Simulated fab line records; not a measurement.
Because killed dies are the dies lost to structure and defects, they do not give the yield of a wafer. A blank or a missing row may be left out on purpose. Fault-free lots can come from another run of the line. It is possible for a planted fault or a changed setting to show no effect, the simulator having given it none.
Matching of chambers ; flow gf180mcu ; pecvd-02 running GF_V2_CVD_02: 3 sister chambers
The step deposits SiO2 from TEOS, target thk 850 nm, time 94.851 s. 6 wafers are shown with their chamber, then 9 later ones without.

WAFERS WITH THEIR CHAMBER
wafer;chamber;heaterPowerOuterW (W);heaterPowerW (W)
L570.5;0;462;747
L571.5;0;394;663
L571.6;2;435;813
L573.1;1;370;669
L573.2;2;448;806
L573.4;1;398;703

WAFERS MISSING THEIR CHAMBER
wafer;heaterPowerOuterW (W);heaterPowerW (W)
L582.2;478;761
L582.5;516;799
L582.6;320;603
L584.2;343;627
L584.3;421;770
L584.5;383;673
L587.1;520;839
L587.2;424;735
L587.6;389;667

EACH ONE'S CHAMBER
wafer;from the rows above;in truth
L582.2;can't be placed: 2 or 0 or 1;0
L582.5;can't be placed: 2 or 0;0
L582.6;can't be placed: 1 or 0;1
L584.2;can't be placed: 1 or 0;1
L584.3;can't be placed: 2 or 0 or 1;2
L584.5;can't be placed: 1 or 0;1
L587.1;2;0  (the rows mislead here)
L587.2;can't be placed: 0 or 1 or 2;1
L587.6;can't be placed: 1 or 0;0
0 of 9 placed correctly. These rows do not allow placing 8 (true chamber among the candidates in 8). Placed wrongly: 1.
How it was worked out, from the rows above alone: a wafer's distance from a chamber is the root of the sum, over the readings, of the square of ((its reading less the chamber's mean) divided by the reading's scatter). If the next closest chamber is less than 2 further off than the closest, the wafer can't be placed; otherwise it belongs to the closest. Each chamber's mean is taken over the wafers shown for it. The scatter: the root of (the sum of the squares of (reading less its chamber's mean) over the shown wafers, divided by (wafers less chambers)).
